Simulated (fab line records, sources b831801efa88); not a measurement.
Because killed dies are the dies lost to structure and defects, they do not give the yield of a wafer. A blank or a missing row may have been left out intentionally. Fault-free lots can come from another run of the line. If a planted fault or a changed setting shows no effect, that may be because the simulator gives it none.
The tool behind it: which one? / flow gf180mcu / 13 lots, 39 wafers sampled, at 4 steps of a route of 602

WHAT THE GAUGES SHOWED, per wafer
GF_M3_THK_MEAS_06: measures by xrf. Usual: M3_ALCU_THK 459 nm, standard deviation 6.4.
lot=L298; measured=day 20 13:29; on=film metro-01; M3_ALCU_THK (nm)=462 453 461; flag=
lot=L299; measured=day 20 19:53; on=film metro-04; M3_ALCU_THK (nm)=462 464 475; flag=
lot=L300; measured=day 21 03:41; on=film metro-01; M3_ALCU_THK (nm)=470 462 459; flag=
lot=L301; measured=day 21 13:29; on=film metro-02; M3_ALCU_THK (nm)=466 466 469; flag=
lot=L302; measured=day 22 01:16; on=film metro-04; M3_ALCU_THK (nm)=468 458 455; flag=
lot=L303; measured=day 22 10:57; on=film metro-02; M3_ALCU_THK (nm)=449 457 452; flag=
lot=L305; measured=day 23 03:44; on=film metro-02; M3_ALCU_THK (nm)=458 462 462; flag=
lot=L306; measured=day 23 11:37; on=film metro-04; M3_ALCU_THK (nm)=460 458 453; flag=
lot=L308; measured=day 23 22:27; on=film metro-04; M3_ALCU_THK (nm)=468 457 466; flag=
lot=L309; measured=day 24 07:51; on=film metro-01; M3_ALCU_THK (nm)=464 454 464; flag=
lot=L310; measured=day 24 17:51; on=film metro-02; M3_ALCU_THK (nm)=452 457 452; flag=
lot=L314; measured=day 26 05:55; on=film metro-04; M3_ALCU_THK (nm)=458 460 457; flag=
lot=L317; measured=day 26 23:58; on=film metro-02; M3_ALCU_THK (nm)=466 462 455; flag=

WHICH TOOL RAN EACH LOT (tool, then ch and the chambers of the sampled wafers, then the start)
lot=L298; GF_SALICIDE_RTA_08=rtp anneal-02 ch 0, day 15 07:23; GF_M1_SPUTTER_04=pvd sputter-02, day 16 07:53; GF_V1_CLEAN_20=wet bench-01 ch 3, day 18 07:44
lot=L299; GF_SALICIDE_RTA_08=rtp anneal-01 ch 0, day 15 12:49; GF_M1_SPUTTER_04=pvd sputter-02, day 16 13:19; GF_V1_CLEAN_20=wet bench-02 ch 2, day 18 13:59
lot=L300; GF_SALICIDE_RTA_08=rtp anneal-02 ch 0, day 15 20:24; GF_M1_SPUTTER_04=pvd sputter-02, day 16 21:32; GF_V1_CLEAN_20=wet bench-02 ch 1, day 18 23:07
lot=L301; GF_SALICIDE_RTA_08=rtp anneal-01 ch 0, day 16 06:41; GF_M1_SPUTTER_04=pvd sputter-01, day 17 07:09; GF_V1_CLEAN_20=wet bench-01 ch 1, day 19 09:02
lot=L302; GF_SALICIDE_RTA_08=rtp anneal-01 ch 0, day 16 16:55; GF_M1_SPUTTER_04=pvd sputter-04, day 17 17:59; GF_V1_CLEAN_20=wet bench-01 ch 3, day 19 20:29
lot=L303; GF_SALICIDE_RTA_08=rtp anneal-02 ch 0, day 17 01:55; GF_M1_SPUTTER_04=pvd sputter-01, day 18 03:34; GF_V1_CLEAN_20=wet bench-01 ch 1, day 20 07:05
lot=L305; GF_SALICIDE_RTA_08=rtp anneal-02 ch 0, day 17 19:07; GF_M1_SPUTTER_04=pvd sputter-02, day 18 20:35; GF_V1_CLEAN_20=wet bench-02 ch 1, day 21 00:10
lot=L306; GF_SALICIDE_RTA_08=rtp anneal-02 ch 0, day 18 03:37; GF_M1_SPUTTER_04=pvd sputter-02, day 19 05:54; GF_V1_CLEAN_20=wet bench-02 ch 3, day 21 08:47
lot=L308; GF_SALICIDE_RTA_08=rtp anneal-02 ch 0, day 18 16:02; GF_M1_SPUTTER_04=pvd sputter-01, day 19 18:56; GF_V1_CLEAN_20=wet bench-02 ch 3, day 21 20:34
lot=L309; GF_SALICIDE_RTA_08=rtp anneal-02 ch 0, day 19 01:02; GF_M1_SPUTTER_04=pvd sputter-01, day 20 03:17; GF_V1_CLEAN_20=wet bench-01 ch 3, day 22 05:38
lot=L310; GF_SALICIDE_RTA_08=rtp anneal-02 ch 0, day 19 11:32; GF_M1_SPUTTER_04=pvd sputter-02, day 20 14:03; GF_V1_CLEAN_20=wet bench-01 ch 2, day 22 16:41
lot=L314; GF_SALICIDE_RTA_08=rtp anneal-02 ch 0, day 21 04:02; GF_M1_SPUTTER_04=pvd sputter-02, day 22 05:42; GF_V1_CLEAN_20=wet bench-01 ch 2, day 24 05:47
lot=L317; GF_SALICIDE_RTA_08=rtp anneal-02 ch 0, day 22 01:23; GF_M1_SPUTTER_04=pvd sputter-04, day 23 02:16; GF_V1_CLEAN_20=wet bench-04 ch 3, day 25 01:26
- GF_SALICIDE_RTA_08: time 30 s.
- GF_M1_SPUTTER_04: material TiN, target thk 50 nm, time 41.7 s.
- GF_V1_CLEAN_20: cleans in DIW.

WHAT THE TOOLS THEMSELVES READ (means of the sampled wafers that have a number; where no wafer has one, the mark that the record gives instead)
GF_SALICIDE_RTA_08. Usual: lamp power pct 19.0 %, standard deviation 0.69; wafer_temp_C_max 804.3, standard deviation 0.99.
lot=L298; tool=rtp anneal-02; lamp power pct (%)=19.4; wafer_temp_C_max=804.7; flag=
lot=L299; tool=rtp anneal-01; lamp power pct (%)=17.9; wafer_temp_C_max=803.7; flag=
lot=L300; tool=rtp anneal-02; lamp power pct (%)=19.4; wafer_temp_C_max=805.6; flag=
lot=L301; tool=rtp anneal-01; lamp power pct (%)=17.9; wafer_temp_C_max=803.0; flag=
lot=L302; tool=rtp anneal-01; lamp power pct (%)=17.9; wafer_temp_C_max=803.2; flag=
lot=L303; tool=rtp anneal-02; lamp power pct (%)=19.4; wafer_temp_C_max=804.5; flag=
lot=L305; tool=rtp anneal-02; lamp power pct (%)=19.4; wafer_temp_C_max=804.5; flag=
lot=L306; tool=rtp anneal-02; lamp power pct (%)=19.4; wafer_temp_C_max=804.6; flag=
lot=L308; tool=rtp anneal-02; lamp power pct (%)=19.4; wafer_temp_C_max=804.9; flag=
lot=L309; tool=rtp anneal-02; lamp power pct (%)=19.4; wafer_temp_C_max=804.9; flag=
lot=L310; tool=rtp anneal-02; lamp power pct (%)=19.4; wafer_temp_C_max=804.5; flag=
lot=L314; tool=rtp anneal-02; lamp power pct (%)=19.4; wafer_temp_C_max=804.8; flag=
lot=L317; tool=rtp anneal-02; lamp power pct (%)=19.4; wafer_temp_C_max=804.3; flag=

GF_M1_SPUTTER_04. Usual: 30.3 % for throttle valve pct, sd 1.
lot=L298; tool=pvd sputter-02; throttle valve pct (%)=30.6; flag=
lot=L299; tool=pvd sputter-02; throttle valve pct (%)=30.1; flag=
lot=L300; tool=pvd sputter-02; throttle valve pct (%)=30.8; flag=
lot=L301; tool=pvd sputter-01; throttle valve pct (%)=29.9; flag=
lot=L302; tool=pvd sputter-04; throttle valve pct (%)=29.2; flag=
lot=L303; tool=pvd sputter-01; throttle valve pct (%)=29.9; flag=
lot=L305; tool=pvd sputter-02; throttle valve pct (%)=30.4; flag=
lot=L306; tool=pvd sputter-02; throttle valve pct (%)=30.3; flag=
lot=L308; tool=pvd sputter-01; throttle valve pct (%)=30.4; flag=
lot=L309; tool=pvd sputter-01; throttle valve pct (%)=30.9; flag=
lot=L310; tool=pvd sputter-02; throttle valve pct (%)=30.4; flag=
lot=L314; tool=pvd sputter-02; throttle valve pct (%)=30.5; flag=
lot=L317; tool=pvd sputter-04; throttle valve pct (%)=30.5; flag=

THE ANSWER, worked out from the rows above alone
Rule: lot off if the mean of its wafers having a number is beyond 3 standard deviations from the usual mean. A lot without any number at a reading at which 4 lots or more have one is off too. All remaining lots with rows at the step are treated as sound. Order of review: gauges by route order, followed by the tools' own readings, for which a lot's mean as printed above is used. The first step at which some lot is off is used, and at that step the reading that is off furthest; a lot without a number counts as furthest.
No lot is off at any reading shown: from this, nothing can be told.

WHAT HAD BEEN PUT IN BY THE SIMULATOR
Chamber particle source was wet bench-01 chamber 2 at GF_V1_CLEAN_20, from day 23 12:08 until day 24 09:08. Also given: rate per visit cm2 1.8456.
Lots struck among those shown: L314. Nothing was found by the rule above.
